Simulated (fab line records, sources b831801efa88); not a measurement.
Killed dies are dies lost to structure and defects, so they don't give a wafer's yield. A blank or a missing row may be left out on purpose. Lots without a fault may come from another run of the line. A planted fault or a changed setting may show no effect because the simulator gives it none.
fab line records | flow gf180mcu | part 2 of 2: steps 29 to 38 of 38
record lots=5 wafers=15 last_day=33
route steps=602 shown MIM@524 M5@526 V5@540
lots that met no fault: from a run of the same line without faults
start_h: hours from the record's first day to the start of the lot's first wafer shown | wait_h: hours since the lot's step before | " the same as in the row above | L1.1+2: a row that stands for several wafers | - no value, or no start given | * or withheld: withheld | < > ~ a bound
route shown NAME@n: a module of which the file shows steps, and the number in the route of the first | usual: mean/standard deviation of fault-free wafers | same: alike in all rows | chamber/n: place in a boat | sites: the reading at each site | _std_site: their standard deviation | _edge_site: outer sites' mean less inner sites' | radius_mm: how far each site lies from the wafer's centre | mask NAME#n: copy n | behind: the tool/chamber that last shaped the wafer | hold: why the lot was held/for how many hours/how that ended | device: the transistor (n, p or np) that didn't switch | end of line: the same wafers' tests at the end of the route | a step without rows: its recipe alone | killed: dies lost to structure and defects at the first sort, not the wafer's yield | map: a wafer's dies, x killed, . not, _ none there
set.NAME: the setting as run; set.NAME@STEP: as run at that earlier step | model.NAME: the simulator's own value behind a step, which no gauge read
lots at some steps of the route; a table a step, a row a wafer
services: from which hour (start_h, from the record's first day; less than 0 if before it) a tool's chamber was out of use, for how many hours, and why
## steps
# step GF_V5_PEB_12
# recipe peb_temp_c=135 peb_time_s=90 resist=KrF
# usual exhaust_pa=45.1/0.86
# columns lot.wafer tool chamber start_h wait_h exhaust_pa
L085.2 litho_track-03 0 - - 45.1
L085.5 " 0 " " 44.6
L085.6 " 0 " " 44.6
L088.3 litho_track-04 0 - - 45.1
L088.5 " 0 " " 46.1
L088.6 " 0 " " 45.4
L089.1 litho_track-03 0 - - 45.1
L089.2 " 0 " " 45.3
L089.3 " 0 " " 45.5
L090.1 litho_track-04 0 - - 46.3
L090.4 " 0 " " 45.6
L090.6 " 0 " " 45.4
L093.3 litho_track-04 0 - - 45.9
L093.5 " 0 " " 47.1
L093.6 " 0 " " 45.4
# step GF_V5_DEVELOP_13
# recipe develop_time_s=60 resist=KrF dev_temp_c=21
# usual exhaust_pa=45.2/0.91
# columns lot.wafer tool chamber start_h wait_h exhaust_pa
L085.2 litho_track-03 0 714.89 0.2 46.7
L085.5 " 0 " " 46.9
L085.6 " 0 " " 46.8
L088.3 litho_track-04 0 728.34 0.1 45.2
L088.5 " 0 " " 45.0
L088.6 " 0 " " 45.0
L089.1 litho_track-03 0 738.47 0.2 44.9
L089.2 " 0 " " 45.0
L089.3 " 0 " " 42.8
L090.1 litho_track-04 0 747.74 0.2 45.0
L090.4 " 0 " " 44.4
L090.6 " 0 " " 45.8
L093.3 litho_track-04 0 757.74 0.1 45.0
L093.5 " 0 " " 44.6
L093.6 " 0 " " 44.0
# step GF_V5_CD_MEAS_14
# recipe target_cd_nm=260
# usual cd_nm=259.8/1.4
# columns lot.wafer tool chamber start_h wait_h cd_nm
L085.2 cd_sem-01 - 715.04 0.1 258.1
L085.5 " - " " 258.8
L085.6 " - " " 258.8
L088.3 cd_sem-02 - 728.48 0.1 261.8
L088.5 " - " " 261.9
L088.6 " - " " 260.3
L089.1 cd_sem-01 - 738.62 0.1 260.6
L089.2 " - " " 260.3
L089.3 " - " " 259.0
L090.1 cd_sem-02 - 747.89 0.1 258.5
L090.4 " - " " 258.1
L090.6 " - " " 258.6
L093.3 cd_sem-02 - 758.00 0.2 261.0
L093.5 " - " " 261.5
L093.6 " - " " 260.9
# step GF_V5_OVL_MEAS_15
# usual V5_OVL=-3/5.2
# columns lot.wafer tool chamber start_h wait_h V5_OVL[nm]
L085.2 overlay-01 - 715.14 0.1 8
L085.5 " - " " 3
L085.6 " - " " 6
L088.3 overlay-01 - 728.58 0.1 -3
L088.5 " - " " -6
L088.6 " - " " -1
L089.1 overlay-02 - 738.74 0.1 -2
L089.2 " - " " -7
L089.3 " - " " -9
L090.1 overlay-02 - 748.01 0.1 -3
L090.4 " - " " -12
L090.6 " - " " -1
L093.3 overlay-02 - 758.09 0.1 -6
L093.5 " - " " -3
L093.6 " - " " -1
# step GF_V5_ETCH_16
# recipe chemistry=N2/H2 target_depth_a=withheld overetch_a=withheld time_s=withheld target=BARC ion_energy_ev=200 source_w=500 bias_w=100 pressure_mtorr=30 n2_flow_sccm=100 h2_flow_sccm=200
# usual drypump_motor_current_A=5.8/0.34 oes_product_au=0.855/0.0044 throttle_valve_pct=13.225/0.0088
# columns lot.wafer tool chamber start_h wait_h drypump_motor_current_A oes_product_au throttle_valve_pct
L085.2 rie_diel-03 3 715.17 0.0 6.0 0.856 13.228
L085.5 " 3 " " 6.0 0.863 13.207
L085.6 " 0 " " 5.7 0.859 13.220
L088.3 rie_diel-01 0 728.60 0.0 6.3 0.854 13.227
L088.5 " 1 " " 6.1 0.863 13.228
L088.6 " 2 " " 6.0 0.865 13.230
L089.1 rie_diel-02 2 738.77 0.0 5.9 0.860 13.213
L089.2 " 1 " " 6.1 0.855 13.217
L089.3 " 3 " " 5.6 0.858 13.232
L090.1 rie_diel-02 0 748.05 0.0 5.7 0.854 13.227
L090.4 " 2 " " 5.9 0.854 13.212
L090.6 " 3 " " 5.7 0.862 13.235
L093.3 rie_diel-02 3 758.11 0.0 5.6 0.856 13.229
L093.5 " 1 " " 6.1 0.855 13.226
L093.6 " 0 " " 5.7 0.855 13.220
# step GF_V5_ETCH_17
# recipe chemistry=C4F8/O2/Ar mask_material=KrF target=SiO2 stop_on=TiN source_w=1500 bias_w=1200 pressure_mtorr=40 c4f8_flow_sccm=withheld O2_flow_sccm=6 Ar_flow_sccm=300 time_s=withheld target_depth_a=8550
# usual oes_product_au=0.859/0.0045
# columns lot.wafer tool chamber start_h wait_h oes_product_au
L085.2 rie_diel-03 3 - - 0.863
L085.5 " 3 " " 0.866
L085.6 " 0 " " 0.862
L088.3 rie_diel-01 0 - - 0.860
L088.5 " 1 " " 0.858
L088.6 " 2 " " 0.862
L089.1 rie_diel-02 2 - - 0.858
L089.2 " 1 " " 0.859
L089.3 " 3 " " 0.851
L090.1 rie_diel-02 0 - - 0.854
L090.4 " 2 " " 0.854
L090.6 " 3 " " 0.865
L093.3 rie_diel-02 3 - - 0.862
L093.5 " 1 " " 0.859
L093.6 " 0 " " 0.861
# step GF_V5_STRIP_18
# recipe chemistry=O2/N2 power_w=1400 pressure_mtorr=1500 platen_temp_c=250 o2_flow_sccm=3000 n2_flow_sccm=300 overash_fraction=0.5
# usual drypump_motor_current_A=5.5/0.54 heater_power_w=325/24 oes_product_au=0.569/0.0046
# columns lot.wafer tool chamber start_h wait_h drypump_motor_current_A heater_power_w oes_product_au rf_hours_counter_h
L085.2 plasma_asher-01 0 715.32 - 5.2 349 0.568 95
L085.5 " 1 " " 5.3 307 0.575 -
L085.6 " 0 " " 5.2 369 0.570 -
L088.3 plasma_asher-03 1 728.79 - 4.6 335 0.569 -
L088.5 " 1 " " 4.6 340 0.564 -
L088.6 " 0 " " 5.6 355 0.575 -
L089.1 plasma_asher-01 0 738.93 - 5.2 369 0.572 97
L089.2 " 1 " " 5.3 301 0.576 97
L089.3 " 1 " " 5.3 314 0.569 -
L090.1 plasma_asher-04 0 748.20 - 5.5 285 0.571 0
L090.4 " 0 " " 5.6 294 0.570 -
L090.6 " 0 " " 5.5 283 0.566 -
L093.3 plasma_asher-04 1 758.30 - 6.3 318 0.572 -
L093.5 " 1 " " 6.3 320 0.566 -
L093.6 " 0 " " 5.5 286 0.572 -
# step GF_V5_STRIP_19
# recipe chemistry=post_etch_residue_remover time_s=1200 temp_c=72.5
# same time_s=1200
# columns lot.wafer tool chamber start_h wait_h
L085.2+5+6 wet_bench-02 2 715.42 0.1
L088.3+5+6 wet_bench-03 3 728.85 0.0
L089.1+2+3 wet_bench-02 3 739.19 0.2
L090.1+4+6 wet_bench-01 3 748.30 0.1
L093.3+5+6 wet_bench-03 2 758.37 0.0
# step GF_V5_CLEAN_20
# recipe chemistry=DIW dry=n2_spin
# columns lot.wafer tool chamber start_h wait_h
L085.2+5+6 wet_bench-03 1 715.77 0.0
L088.3+5+6 wet_bench-02 1 729.54 0.0
L089.1+2+3 wet_bench-03 2 739.56 0.0
L090.1+4+6 wet_bench-02 3 748.68 0.0
L093.3+5+6 wet_bench-03 1 758.71 0.0
# step GF_V5_SPUTTER_21
# recipe material=Ti target_thk_nm=15 chamber_pressure_pa=5 power_w=2500 substrate_temp_c=200 time_s=80.02
# usual throttle_valve_pct=30.1/0.74
# same time_s=80.02
# columns lot.wafer tool chamber start_h wait_h throttle_valve_pct
L085.2 pvd_sputter-04 - 715.86 0.0 29.3
L085.5 " - " " 29.7
L085.6 " - " " 30.5
L088.3 pvd_sputter-04 - 729.64 0.0 30.3
L088.5 " - " " 29.8
L088.6 " - " " 30.6
L089.1 pvd_sputter-01 - 739.65 0.0 29.2
L089.2 " - " " 29.7
L089.3 " - " " 29.5
L090.1 pvd_sputter-02 - 748.77 0.0 32.2
L090.4 " - " " 29.9
L090.6 " - " " 32.1
L093.3 pvd_sputter-01 - 758.80 0.0 29.0
L093.5 " - " " 30.1
L093.6 " - " " 29.0
## services
# columns tool chamber start_h hours kind
krf_scanner-02 - 654.05 4.0 pm
krf_scanner-01 - 657.31 3.2 repair
cmp-01 - 658.37 8.9 pm
krf_scanner-01 - 662.04 4.0 pm
rie_diel-04 0 666.68 5.5 repair
rie_metal-03 - 674.24 14.6 pm
rie_diel-04 2 679.15 5.2 repair
plasma_asher-01 - 682.65 28.1 pm
krf_scanner-02 - 690.93 0.8 pm
rie_diel-03 2 705.41 6.8 repair
krf_scanner-02 - 712.43 0.8 repair
rie_diel-03 3 720.51 5.8 repair
hdpcvd-02 - 722.35 6.0 pm
wet_bench-04 - 725.38 8.0 repair
krf_scanner-02 - 725.96 0.9 repair
wet_bench-02 - 729.91 1.3 repair
plasma_asher-04 - 733.75 9.0 pm
wet_bench-03 - 734.78 4.4 pm
hdpcvd-02 2 738.79 4.5 repair
wet_bench-03 - 743.47 2.4 repair
plasma_asher-03 - 744.26 14.6 pm
cmp-02 - 744.39 4.0 pm
krf_scanner-02 - 757.49 1.0 pm
krf_scanner-02 - 758.67 0.5 repair
